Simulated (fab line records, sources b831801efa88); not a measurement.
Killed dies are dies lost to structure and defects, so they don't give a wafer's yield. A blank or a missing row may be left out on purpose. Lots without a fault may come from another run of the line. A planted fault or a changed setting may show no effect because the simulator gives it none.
One fault seen from 2 desks | flow sky130 | each desk has only its own numbers; what lay behind them comes last

THE METROLOGY DESK
What the gauges read, lot by lot, whatever tool the lot ran on: means of the sampled wafers that have a number. A lot is out of limits, marked OUT, if its mean lies more than 4 standard deviations from the usual mean; the brackets give that distance.
Columns: A = NWELL_01_OVL at SKY_NWELL_OVL_MEAS_23, usual 0.2 nm; B = VT_ADJUST_HVTP_TW at SKY_VT_ADJUST_HVTP_TW_MEAS_11, usual 1354
lot  | first seen here | A    | B
L501 | day 5 00:37     | 2.1  | 1361
L504 | day 5 22:41     | -0.0 | 1333
L505 | day 6 04:07     | 0.0  | 1365
L506 | day 6 16:59     | 2.8  | 1332
L507 | day 7 06:50     | -0.3 | 1363
L510 | day 7 18:31     | 1.2  | 1361
L513 | day 8 07:19     | 0.3  | 1330
L514 | day 8 14:23     | -1.3 | 1359
L515 | day 8 18:10     | 2.1  | 1364
L521 | day 11 00:26    | -2.6 | 1361
L522 | day 11 15:10    | -1.1 | 1356
L523 | day 11 16:10    | 1.4  | 1364
L524 | day 11 16:31    | -0.5 | 1363
This desk's finding: nothing out of limits on any of the 13 lots.

THE TOOL OWNER'S DESK: implanter-01
The tool's own readings at SKY_NWELL_IMPLANT_24: means of the sampled wafers that have a number, for each lot that ran on this tool. A lot is out of limits, marked OUT, if its mean lies more than 4 standard deviations from the usual mean; the brackets give that distance.
Columns: A = beam_energy_keV at SKY_NWELL_IMPLANT_24, usual 140.01
lot  | first seen here | A
L501 | day 5 00:39     | 140.01
L505 | day 6 04:10     | 139.97
L510 | day 7 18:34     | 140.00
L513 | day 8 07:21     | 140.04
L521 | day 11 00:30    | 133.00 (-99 or more) OUT
L523 | day 11 16:12    | 132.98 (-99 or more) OUT
This desk's finding: out of limits on L521, L523; first on L521, day 11 00:30 (beam_energy_keV at SKY_NWELL_IMPLANT_24). In limits: L501, L505, L510, L513.

PUT TOGETHER
The tool owner's desk could have raised an alarm at day 11 00:30, on L521, L523.
The metrology desk saw nothing out of limits.
The metrology desk has L521, L523 on record, within its limits.
Of the lots named, all ran SKY_NWELL_IMPLANT_24 on implanter-01.

WHAT THE SIMULATOR HAD PUT IN
Process parameter drift: implanter-01, from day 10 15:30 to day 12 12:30, at SKY_NWELL_IMPLANT_24. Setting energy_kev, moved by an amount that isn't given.
Lots struck among those shown: L521, L523.
Hours from the fault's start to each desk's first reading out of limits: the tool owner's desk, 9.
